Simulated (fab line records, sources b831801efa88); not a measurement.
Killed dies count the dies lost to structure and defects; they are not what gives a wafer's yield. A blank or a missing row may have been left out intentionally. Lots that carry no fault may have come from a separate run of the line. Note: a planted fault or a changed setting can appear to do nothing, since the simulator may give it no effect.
A struck lot beside a sound one	flow sky130	17 steps out of a route of 708
Sound: wafers L805.2, L805.4, L805.6. Struck: wafers L820.1, L820.2, L820.4. The cause is named last.
At each step with rows: each side's tool, then ch and its chambers, then its first start. Under that, the readings that differ: sound wafers	struck wafers	difference of the means	sigmas: that difference in standard deviations of wafers without a fault.
alike: readings with means less than 2 such deviations apart, plus words and numbers identical on both sides. not compared: withheld readings, readings lacking a value on some wafer, bounds such as >300 that could conceal the same value, and numbers that have no deviation in the record and whose values overlap.
A row with sigmas, a row that says differs or no value, or rows on one side alone: a step with any of these is where the two part. Non-overlapping numbers with no deviation appear without sigmas and do not part them. Lack of a reading on every wafer of one side parts them only where that side has two or more wafers.

first, 1 step without rows for these wafers: SKY_VT_ADJUST_LVTN_IMPLANT_19.
SKY_VT_ADJUST_LVTN_STRIP_20: strips in O2/N2.
  sound on plasma-asher-02 ch 0,1, day 8 01:35; struck on plasma-asher-01 ch 0,1, day 12 04:10
  alike: drypump-motor-current-A, oes-product-au, strip-time-to-endpoint-s
  not compared: rf-hours-counter-h
SKY_VT_ADJUST_LVTN_TW_MEAS_21:
  sound on film-metro-04, day 8 01:41; struck on film-metro-01, day 12 04:16
  alike: VT_ADJUST_LVTN_2_TW
SKY_VT_ADJUST_NCORE_DEHYDRATE_00: time 62.13 s.
  sound on litho-track-02 ch 0, day 8 11:17; struck on litho-track-03 ch 0, day 12 16:14
  alike: plate-sensor-t-centre-C, plate-sensor-t-edge-C, resist-line-temp-C
then, 6 steps without rows for these wafers: SKY_VT_ADJUST_NCORE_HMDS_01 (prime time 60 s); SKY_VT_ADJUST_NCORE_COAT_02 (resist thk 1140 nm); SKY_VT_ADJUST_NCORE_SOFTBAKE_03 (time 60 s); SKY_VT_ADJUST_NCORE_EXPOSE_04 (exposes mask LVTN COMPLEMENT THIN, target cd 380 nm); SKY_VT_ADJUST_NCORE_PEB_05; SKY_VT_ADJUST_NCORE_DEVELOP_06 (develop time 60 s).
SKY_VT_ADJUST_NCORE_CD_MEAS_07 targets a cd of 380 nm.
  sound on cd-sem-02, day 8 21:21; struck on cd-sem-02, day 13 04:44
  alike: cd-nm
SKY_VT_ADJUST_NCORE_OVL_MEAS_08:
  sound on overlay-02, day 8 21:27; struck on overlay-02, day 13 04:52
  alike: VT_ADJUST_NCORE_OVL
SKY_VT_ADJUST_NCORE_IMPLANT_09:
  sound on implanter-01 ch 0, day 8 21:31; struck on implanter-01 ch 0, day 13 04:54
reading	sound	struck	difference	sigmas
dose-ions-cm2	2.4018e+12 2.3995e+12 2.4019e+12	2.8441e+12 2.8444e+12 2.8427e+12	+4.4267e+11	+99 or more
faraday-current-uA	13.77 13.82 13.12	16.22 16.14 16.24	+2.63	+10
SKY_VT_ADJUST_NCORE_STRIP_10: strips in O2/N2.
  sound on plasma-asher-01 ch 0,1, day 8 21:38; struck on plasma-asher-01 ch 0,1, day 13 05:03
  alike: drypump-motor-current-A, oes-product-au, strip-time-to-endpoint-s
  not compared: rf-hours-counter-h
SKY_VT_ADJUST_NCORE_TW_MEAS_11:
  sound on film-metro-03, day 8 21:44; struck on film-metro-02, day 13 05:09
reading	sound	struck	difference	sigmas
VT_ADJUST_NCORE_TW	217.3 216.2 217.7	227.1 227.9 226.4	+10.1	+6
then, 1 step without rows for these wafers: SKY_VT_ADJUST_HVTR_DEHYDRATE_00 (time 60 s).
-- a jump in the record: the struck wafers' starts before and after are 37 days apart (it breaks off in module VT_ADJUST_HVTR and resumes in module PAD_OPEN, where the first step shown is number 708 of the route) --
SKY_PAD_OPEN_PROBE_99:
  sound on prober-02, day 46 08:40; struck on prober-01, day 49 23:07
reading	sound	struck	difference	sigmas
model.etest.nfet_16v.r-on-ohm-um	1.372e+04 1.368e+04 1.38e+04	1.458e+04 1.457e+04 1.453e+04	+8.267e+02	
model.etest.pfet_16v.r-on-ohm-um	1.485e+04 1.491e+04 1.499e+04	1.446e+04 1.481e+04 1.437e+04	-3.700e+02	
model.etest.pfet-g5v0d10v5.r-on-ohm-um	4805 4785 4868	4416 4538 4547	-319	
model.etest.tip-p.rs-ohm-sq	6896 6849 6893	6710 6718 6655	-185	
model.etest.res-pwell-under-gate.rs-ohm-sq	2305 2312 2293	2268 2250 2273	-40	
model.etest.nfet-g5v0d10v5.r-on-ohm-um	1877 1832 1874	1907 1915 1932	+57	
model.etest.tip_p_5v.rs-ohm-sq	2897 2912 2901	2839 2814 2836	-74	
model.etest.tip_n_5v.rs-ohm-sq	1387 1380 1392	1404 1406 1404	+18	
  alike: killed_at_M0_to_M3, killed_at_M4_up, killed-at-contacts, killed-at-front-end, killed-at-other, killed-dies, killed-open, killed-short

== WHERE THEY PART ==
First at SKY_VT_ADJUST_NCORE_IMPLANT_09; last, within this record, at SKY_VT_ADJUST_NCORE_TW_MEAS_11. Later steps at which nothing parts them and some readings are alike: SKY_PAD_OPEN_PROBE_99.

WHY: the cause the simulator had injected
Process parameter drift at SKY_VT_ADJUST_NCORE_IMPLANT_09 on implanter-01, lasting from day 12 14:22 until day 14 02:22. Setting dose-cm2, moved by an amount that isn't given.
